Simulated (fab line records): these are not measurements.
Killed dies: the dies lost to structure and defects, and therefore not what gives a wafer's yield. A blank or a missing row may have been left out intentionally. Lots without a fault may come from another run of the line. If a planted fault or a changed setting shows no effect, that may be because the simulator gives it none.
Which of the tools did it? :: flow sky130 :: Sampling: 11 lots, 33 wafers, 6 of 708 route steps

## WHAT EACH GAUGE READ, for each wafer
SKY_SONOS_ONO_THK_MEAS_03.
lot: L363
measured: day 11 12:45
on: film-metro-02
SONOS_ONO_CVD_02_THK (nm): 10.50 10.38 10.42

lot: L364
measured: day 12 11:30
on: film-metro-04
SONOS_ONO_CVD_02_THK (nm): 10.42 10.45 10.35

lot: L365
measured: day 13 00:29
on: film-metro-04
SONOS_ONO_CVD_02_THK (nm): 10.77 10.67 10.68

lot: L366
measured: day 14 05:21
on: film-metro-02
SONOS_ONO_CVD_02_THK (nm): 10.35 10.53 10.35

lot: L367
measured: day 14 08:11
on: film-metro-04
SONOS_ONO_CVD_02_THK (nm): 10.96 10.87 10.76

lot: L372
measured: day 14 21:26
on: film-metro-04
SONOS_ONO_CVD_02_THK (nm): 10.48 10.58 10.61

lot: L370
measured: day 14 21:27
on: film-metro-02
SONOS_ONO_CVD_02_THK (nm): 10.36 10.44 10.46

lot: L371
measured: day 15 00:16
on: film-metro-02
SONOS_ONO_CVD_02_THK (nm): 10.56 10.50 10.55

lot: L373
measured: day 15 04:41
on: film-metro-03
SONOS_ONO_CVD_02_THK (nm): 10.55 10.43 10.48

lot: L377
measured: day 17 06:35
on: film-metro-04
SONOS_ONO_CVD_02_THK (nm): 10.50 10.40 10.55

lot: L385
measured: day 19 06:07
on: film-metro-04
SONOS_ONO_CVD_02_THK (nm): 10.61 10.56 10.59

SKY_LDD_P_CD_MEAS_07 targets a cd of 380 nm.
lot: L363
measured: day 18 18:58
on: cd-sem-01
cd-nm (nm): 377.4 375.6 377.0

lot: L364
measured: day 19 21:14
on: cd-sem-01
cd-nm (nm): 381.6 383.4 382.7

lot: L365
measured: day 20 14:50
on: cd-sem-02
cd-nm (nm): 383.8 381.9 381.3

lot: L366
measured: day 22 02:20
on: cd-sem-02
cd-nm (nm): 380.8 380.8 379.5

lot: L367
measured: day 22 03:14
on: cd-sem-02
cd-nm (nm): 380.6 379.8 379.6

lot: L372
measured: day 23 00:32
on: cd-sem-02
cd-nm (nm): 382.0 380.0 381.1

lot: L370
measured: day 22 21:06
on: cd-sem-01
cd-nm (nm): 378.6 379.5 376.6

lot: L371
measured: day 22 22:56
on: cd-sem-02
cd-nm (nm): 381.2 383.2 382.2

lot: L373
measured: day 23 03:06
on: cd-sem-01
cd-nm (nm): 379.6 380.3 380.3

lot: L377
measured: day 25 13:05
on: cd-sem-02
cd-nm (nm): - - -

lot: L385
measured: day 27 05:05
on: cd-sem-01
cd-nm (nm): 378.5 379.3 381.0

SKY_LDD_P_TW_MEAS_11.
lot: L363
measured: day 18 19:22
on: film-metro-01
LDD_P_TW: 631 637 635

lot: L364
measured: day 19 21:39
on: film-metro-01
LDD_P_TW: 638 635 638

lot: L365
measured: day 20 15:13
on: film-metro-01
LDD_P_TW: 631 635 631

lot: L366
measured: day 22 02:45
on: film-metro-03
LDD_P_TW: 636 635 634

lot: L367
measured: day 22 03:39
on: film-metro-04
LDD_P_TW: 640 640 635

lot: L372
measured: day 23 00:57
on: film-metro-04
LDD_P_TW: 639 637 636

lot: L370
measured: day 22 21:30
on: film-metro-04
LDD_P_TW: 640 641 641

lot: L371
measured: day 22 23:21
on: film-metro-04
LDD_P_TW: 640 635 639

lot: L373
measured: day 23 03:29
on: film-metro-04
LDD_P_TW: 640 637 639

lot: L377
measured: day 25 13:29
on: film-metro-01
LDD_P_TW: 30 30 30 30 30 30

lot: L385
measured: day 27 05:30
on: film-metro-01
LDD_P_TW: 635 636 632

SKY_LDD_HVP_OVL_MEAS_07.
lot: L363
measured: day 21 06:44
on: overlay-02
LDD_HVP_OVL (nm): -1.4 -1.9 0.0

lot: L364
measured: day 22 10:23
on: overlay-01
LDD_HVP_OVL (nm): 2.0 1.0 -0.4

lot: L365
measured: day 23 03:28
on: overlay-01
LDD_HVP_OVL (nm): 0.0 -1.5 -1.2

lot: L366
measured: day 24 14:56
on: overlay-02
LDD_HVP_OVL (nm): 1.3 -0.4 0.1

lot: L367
measured: day 24 15:50
on: overlay-01
LDD_HVP_OVL (nm): 0.9 2.9 -0.9

lot: L372
measured: day 25 12:43
on: overlay-02
LDD_HVP_OVL (nm): 1.4 1.0 1.6

lot: L370
measured: day 25 08:22
on: overlay-02
LDD_HVP_OVL (nm): -0.1 0.7 1.1

lot: L371
measured: day 25 11:29
on: overlay-02
LDD_HVP_OVL (nm): -2.7 -1.0 -0.2

lot: L373
measured: day 25 13:46
on: overlay-02
LDD_HVP_OVL (nm): -1.0 2.0 0.8

lot: L385
measured: day 29 14:28
on: overlay-01
LDD_HVP_OVL (nm): 0.1 0.7 -0.4

## WHAT TOOL EACH LOT RAN ON (gives the tool, then ch and the chambers of the sampled wafers, and finally the start)
lot: L363
SKY_GATE_OXIDE_STRIP_13: plasma-asher-02 ch 0,1, day 13 19:17
SKY_LDD_P_EXPOSE_04: iline-stepper-02 ch 0, day 18 04:14

lot: L364
SKY_GATE_OXIDE_STRIP_13: plasma-asher-01 ch 0,1, day 14 17:59
SKY_LDD_P_EXPOSE_04: iline-stepper-02 ch 0, day 19 05:50

lot: L365
SKY_GATE_OXIDE_STRIP_13: plasma-asher-02 ch 0,1, day 15 08:04
SKY_LDD_P_EXPOSE_04: iline-stepper-02 ch 0, day 19 23:20

lot: L366
SKY_GATE_OXIDE_STRIP_13: plasma-asher-02 ch 0,1, day 16 18:35
SKY_LDD_P_EXPOSE_04: iline-stepper-02 ch 0, day 21 11:26

lot: L367
SKY_GATE_OXIDE_STRIP_13: plasma-asher-04 ch 0,1, day 16 18:53
SKY_LDD_P_EXPOSE_04: iline-stepper-02 ch 0, day 21 12:44

lot: L372
SKY_GATE_OXIDE_STRIP_13: plasma-asher-02 ch 0,1, day 17 10:56
SKY_LDD_P_EXPOSE_04: iline-stepper-01 ch 0, day 22 09:36

lot: L370
SKY_GATE_OXIDE_STRIP_13: plasma-asher-04 ch 0,1, day 17 10:23
SKY_LDD_P_EXPOSE_04: iline-stepper-02 ch 0, day 22 05:46

lot: L371
SKY_GATE_OXIDE_STRIP_13: plasma-asher-01 ch 0,1, day 17 10:38
SKY_LDD_P_EXPOSE_04: iline-stepper-01 ch 0, day 22 08:22

lot: L373
SKY_GATE_OXIDE_STRIP_13: plasma-asher-01 ch 0,1, day 17 16:01
SKY_LDD_P_EXPOSE_04: iline-stepper-02 ch 0, day 22 11:55

lot: L377
SKY_GATE_OXIDE_STRIP_13: plasma-asher-02 ch 0,1, day 20 03:02
SKY_LDD_P_EXPOSE_04: iline-stepper-02 ch 0, day 24 23:16

lot: L385
SKY_GATE_OXIDE_STRIP_13: plasma-asher-02 ch 0, day 21 22:14
SKY_LDD_P_EXPOSE_04: iline-stepper-02 ch 0, day 26 15:04
- SKY_GATE_OXIDE_STRIP_13: strips in O2/N2.
- SKY_LDD_P_EXPOSE_04: exposes mask PSDM, target cd 380 nm.

## AS READ BY THE TOOLS THEMSELVES (means over the sampled wafers that have a number; for cases with no such wafer, the mark the record gives instead)
SKY_GATE_OXIDE_STRIP_13.
lot: L363
tool: plasma-asher-02
drypump-motor-current-A (A): 5.7
oes-product-au (a.u.): 0.716
strip-time-to-endpoint-s (s): 14.15

lot: L364
tool: plasma-asher-01
drypump-motor-current-A (A): 5.4
oes-product-au (a.u.): 0.716
strip-time-to-endpoint-s (s): 14.15

lot: L365
tool: plasma-asher-02
drypump-motor-current-A (A): 5.7
oes-product-au (a.u.): 0.717
strip-time-to-endpoint-s (s): 14.14

lot: L366
tool: plasma-asher-02
drypump-motor-current-A (A): 5.2
oes-product-au (a.u.): 0.713
strip-time-to-endpoint-s (s): 14.15

lot: L367
tool: plasma-asher-04
drypump-motor-current-A (A): 5.8
oes-product-au (a.u.): 0.718
strip-time-to-endpoint-s (s): 14.18

lot: L372
tool: plasma-asher-02
drypump-motor-current-A (A): 5.2
oes-product-au (a.u.): 0.714
strip-time-to-endpoint-s (s): 14.13

lot: L370
tool: plasma-asher-04
drypump-motor-current-A (A): 5.8
oes-product-au (a.u.): 0.713
strip-time-to-endpoint-s (s): 14.15

lot: L371
tool: plasma-asher-01
drypump-motor-current-A (A): 5.4
oes-product-au (a.u.): 0.715
strip-time-to-endpoint-s (s): 14.20

lot: L373
tool: plasma-asher-01
drypump-motor-current-A (A): 5.4
oes-product-au (a.u.): 0.715
strip-time-to-endpoint-s (s): 14.09

lot: L377
tool: plasma-asher-02
drypump-motor-current-A (A): 5.7
oes-product-au (a.u.): 0.714
strip-time-to-endpoint-s (s): 14.09

lot: L385
tool: plasma-asher-02
drypump-motor-current-A (A): 6.1
oes-product-au (a.u.): 0.713
strip-time-to-endpoint-s (s): 14.20

SKY_LDD_P_EXPOSE_04.
lot: L363
tool: iline-stepper-02
exposure-dose-mJ-cm2: 137.94

lot: L364
tool: iline-stepper-02
exposure-dose-mJ-cm2: 137.84

lot: L365
tool: iline-stepper-02
exposure-dose-mJ-cm2: 137.87

lot: L366
tool: iline-stepper-02
exposure-dose-mJ-cm2: 137.94

lot: L367
tool: iline-stepper-02
exposure-dose-mJ-cm2: 137.90

lot: L372
tool: iline-stepper-01
exposure-dose-mJ-cm2: 138.04

lot: L370
tool: iline-stepper-02
exposure-dose-mJ-cm2: 137.87

lot: L371
tool: iline-stepper-01
exposure-dose-mJ-cm2: 137.88

lot: L373
tool: iline-stepper-02
exposure-dose-mJ-cm2: 137.86

lot: L377
tool: iline-stepper-02
exposure-dose-mJ-cm2: 138.18

lot: L385
tool: iline-stepper-02
exposure-dose-mJ-cm2: 138.02

## THE ANSWER, worked out from the rows above alone
Rule: usual is defined by the lots themselves. The widest of any qualifying gaps counts: lots, ordered by their means at a reading, are off when they make up no more than a third of the lots, leave a main group of 4 or more, and stand apart from it by 3 or more times the standard deviation of that group's means. Not used: any main group whose means are identical at the precision the tables above print for the reading. A lot without any number at a reading at which 4 lots or more have one is off too. Any other lot the step has rows for is counted as sound. The gauges are gone through in route order, then the tools' own readings, and for those a lot's mean is taken as printed above. The first step at which some lot is off is used, and at that step the reading that is off furthest; a lot without a number counts as furthest.
Off: L377 (SKY_LDD_P_CD_MEAS_07, cd-nm). Without a number there: L377. Main group: mean 380.3 nm, sd 1.8.
If a tool, at a process step before that reading, ran all the lots that are off and no sound lot after the first of them, it fits. The gauges at SKY_LDD_P_CD_MEAS_07 aren't tried: what is off there is off at SKY_LDD_P_TW_MEAS_11 too, on other tools, and a gauge's error can't cause that. None of those tried fits.

## WHAT THE SIMULATOR HAD INSERTED
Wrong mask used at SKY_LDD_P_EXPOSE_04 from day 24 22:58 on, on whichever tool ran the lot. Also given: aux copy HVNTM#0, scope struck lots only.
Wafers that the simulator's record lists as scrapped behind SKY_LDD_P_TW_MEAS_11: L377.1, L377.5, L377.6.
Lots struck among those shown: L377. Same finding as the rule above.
